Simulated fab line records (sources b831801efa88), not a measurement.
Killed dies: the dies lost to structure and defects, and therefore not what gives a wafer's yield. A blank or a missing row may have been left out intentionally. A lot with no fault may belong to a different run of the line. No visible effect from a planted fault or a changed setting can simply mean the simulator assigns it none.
2 desks looking at one fault || flow gf180mcu || each desk has only its own numbers; what lay behind them comes last

## TOOL OWNER'S DESK, lpcvd-01
The tool's own readings at GF_STI_CVD_03 (deposits Si3N4 from DCS/NH3, target thk 207.16 nm, time 3551 s): means of the sampled wafers that have a number, for each lot that ran on this tool. The brackets show how far a lot's mean lies from the usual mean; more than 4 standard deviations puts the lot out of limits, marked OUT.
Columns: A = spike_tc_bottom_C at GF_STI_CVD_03, usual 790.5 C; B = spike_tc_centre_C at GF_STI_CVD_03, usual 770.7 C; C = spike_tc_lower_C at GF_STI_CVD_03, usual 770.0 C; D = spike_tc_top_C at GF_STI_CVD_03, usual 783.3 C; E = spike_tc_upper_C at GF_STI_CVD_03, usual 769.9 C; F = susceptor_temp_C at GF_STI_CVD_03, usual 769.95 C
{"lot": "L952", "first seen here": "day 1 12:20", "A": 787.9, "B": 771.0, "C": 771.0, "D": 784.8, "E": 770.7, "F": 769.90}
{"lot": "L955", "first seen here": "day 2 03:52", "A": 790.1, "B": 769.9, "C": 770.4, "D": 784.2, "E": 769.9, "F": 770.03}
{"lot": "L957", "first seen here": "day 2 12:50", "A": 792.3, "B": 770.9, "C": 769.0, "D": 782.0, "E": 771.3, "F": 770.07}
{"lot": "L960", "first seen here": "day 3 03:35", "A": 796.7, "B": "775.7 (+5.0) OUT", "C": "774.6 (+4.2) OUT", "D": 786.1, "E": "776.1 (+4.4) OUT", "F": "774.57 (+16) OUT"}
{"lot": "L974", "first seen here": "day 6 07:10", "A": 791.8, "B": 770.5, "C": 769.9, "D": 781.5, "E": 770.3, "F": 770.31}
{"lot": "L975", "first seen here": "day 6 07:10", "A": 788.5, "B": 770.0, "C": 770.1, "D": 784.4, "E": 771.1, "F": 769.82}
This desk finds L960 out of limits, L960 being first, at day 3 03:35 (spike_tc_centre_C at GF_STI_CVD_03). L952, L955, L957, L974, L975: within limits.

## AT THE METROLOGY DESK
Lot by lot, what the gauges showed, no matter which tool ran the lot: averages of those sampled wafers that carry a number. The brackets show how far a lot's mean lies from the usual mean; more than 4 standard deviations puts the lot out of limits, marked OUT.
Columns: A = STI_CVD_03_THK at GF_STI_THK_MEAS_04, usual 206.6 nm; B = STI_CVD_23_THK at GF_STI_THK_MEAS_24, usual 651 nm
{"lot": "L952", "first seen here": "day 1 14:20", "A": 208.4, "B": 650}
{"lot": "L953", "first seen here": "day 1 19:23", "A": 207.3, "B": 654}
{"lot": "L954", "first seen here": "day 2 00:10", "A": 209.1, "B": 657}
{"lot": "L955", "first seen here": "day 2 05:50", "A": 206.4, "B": 657}
{"lot": "L957", "first seen here": "day 2 14:50", "A": 209.0, "B": 646}
{"lot": "L960", "first seen here": "day 3 05:34", "A": "230.3 (+11) OUT", "B": 646}
{"lot": "L966", "first seen here": "day 4 12:38", "A": 205.7, "B": 657}
{"lot": "L968", "first seen here": "day 4 22:41", "A": 206.9, "B": 655}
{"lot": "L973", "first seen here": "day 6 02:04", "A": 203.4, "B": 653}
{"lot": "L975", "first seen here": "day 6 09:09", "A": 208.2, "B": 662}
{"lot": "L974", "first seen here": "day 6 09:10", "A": 207.5, "B": 648}
This desk reports L960 out of limits; the earliest was L960 at day 3 05:34 (STI_CVD_03_THK at GF_STI_THK_MEAS_04). L952, L953, L954, L955, L957, L966, L968, L973, L975, L974: within limits.

## ALL TOGETHER
On L960, at day 3 03:35, an alarm was possible from the tool owner's desk.
At day 3 05:34 the metrology desk could have sounded an alarm, on L960.
All the named lots went through GF_STI_CVD_03 on lpcvd-01.

## WHAT HAD BEEN PUT IN BY THE SIMULATOR
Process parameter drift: lpcvd-01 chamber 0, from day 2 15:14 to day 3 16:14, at GF_STI_CVD_03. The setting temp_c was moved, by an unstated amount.
Shown lots that were struck: L960.
Fault start to first reading out of limits, in hours, per desk: tool owner, 12; metrology, 14.
